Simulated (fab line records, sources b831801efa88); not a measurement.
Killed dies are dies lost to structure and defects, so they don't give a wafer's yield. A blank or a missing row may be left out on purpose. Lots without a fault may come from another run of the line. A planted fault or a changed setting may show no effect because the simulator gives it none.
A struck lot beside a sound one | flow sky130 | 15 steps out of a route of 708
Sound: wafers L927.1, L927.2, L927.3. Struck: wafer L938.6. (L938.2, L938.5 of the same lot were not struck and are left out.) The cause comes at the end.
At each step with rows: each side's tool, then ch and its chambers, then its first start. Under that, the readings that differ: sound wafers | struck wafers | difference of the means | sigmas: that difference in standard deviations of wafers without a fault.
alike: readings whose means differ by less than 2 such deviations, and words and numbers that are the same on both sides. not compared: withheld readings, readings that some wafer has no value for, bounds like >300 that may hide the same value, and numbers for which the record gives no deviation and whose values overlap.
The two part at a step that has a row with sigmas, a row that says differs or no value, or rows on one side only. Numbers that don't overlap but have no deviation are shown without sigmas and don't part them. A reading that every wafer of one side lacks parts them only if that side has two wafers or more.

first, 9 steps without rows for these wafers: SKY_CAPM_CLEAN_17 (cleans in O3/DIW); SKY_METAL3_DEHYDRATE_05 (time 60 s); SKY_METAL3_HMDS_06 (prime time 60 s); SKY_METAL3_COAT_07 (resist thk 60 nm); SKY_METAL3_COAT_08 (resist thk 1140 nm); SKY_METAL3_SOFTBAKE_09 (time 90 s); SKY_METAL3_EXPOSE_10 (exposes mask MM3, target cd 300 nm); SKY_METAL3_PEB_11; SKY_METAL3_DEVELOP_12 (develop time 60 s).
SKY_METAL3_CD_MEAS_13: target cd 300 nm.
  sound on cd_sem-01, day 39 05:01; struck on cd_sem-02, day 41 21:50
  alike: cd_nm
SKY_METAL3_OVL_MEAS_14:
  sound on overlay-02, day 39 05:08; struck on overlay-01, day 41 21:57
  reading         | sound  | struck | difference | sigmas
  METAL3_OVL (nm) | 3 10 6 | -5     | -11        | -2
SKY_METAL3_DESCUM_15: chemistry O2, time 8 s.
  sound on rie_metal-01 ch 0,1, day 39 05:11; struck on rie_metal-02 ch 0, day 41 21:59
  alike: chamber_pressure_mTorr, drypump_motor_current_A, oes_product_au, temp_c
  not compared: rf_hours_counter_h
SKY_METAL3_ETCH_16: etches BARC in N2/H2, stops on SiO2, time 88.2 s, target depth 60 nm.
  sound on rie_metal-01 ch 0,1, day 39 05:13; struck on rie_metal-02 ch 0, day 41 22:01
  reading               | sound                | struck | difference | sigmas
  oes_product_au (a.u.) | 0.627 0.625 0.625    | 0.703  | +0.077     | +18
  run_length_s (s)      | 116.58 116.49 116.33 | 104.31 | -12.16     | -42
  alike: chamber_pressure_mTorr, drypump_motor_current_A, throttle_valve_pct
  not compared: rf_hours_counter_h, model.KrF-thick_of_METAL3_COAT_08.thk_nm
SKY_METAL3_ETCH_17: etches SiO2 in C4F8/O2/Ar, stops on TiN, time 3.9 s, target depth 15 nm.
  sound on rie_diel-01 ch 0,1,2, day 39 05:19; struck on rie_diel-02 ch 2, day 41 22:07
  alike: chamber_pressure_mTorr, oes_product_au
  not compared: rf_hours_counter_h
-- the record jumps here: 7 days lie between the struck wafers' starts before and after (it left off in module METAL3 and takes up again in module PAD_OPEN, whose first step shown is number 708 of the route) --
SKY_PAD_OPEN_PROBE_99:
  sound on prober-02, day 46 09:14; struck on prober-01, day 48 15:18
  reading             | sound    | struck | difference | sigmas
  killed_at_contacts  | 18 22 26 | 34     | +12        | +2
  killed_at_front_end | 15 15 12 | 28     | +14        | +3
  killed_open         | 40 47 40 | 62     | +20        | +3
  alike: defect_limited_yield, killed_at_M0_to_M3, killed_at_M4_up, killed_at_other, killed_dies, killed_short, sort_bin_3_pad_short, sort_bin_5_function, sort_bin_6_memory, sort_n_pass, sort_yield_pct

WHERE THEY PART
First at SKY_METAL3_OVL_MEAS_14; last, within this record, at SKY_PAD_OPEN_PROBE_99.

WHY: what the simulator had put in
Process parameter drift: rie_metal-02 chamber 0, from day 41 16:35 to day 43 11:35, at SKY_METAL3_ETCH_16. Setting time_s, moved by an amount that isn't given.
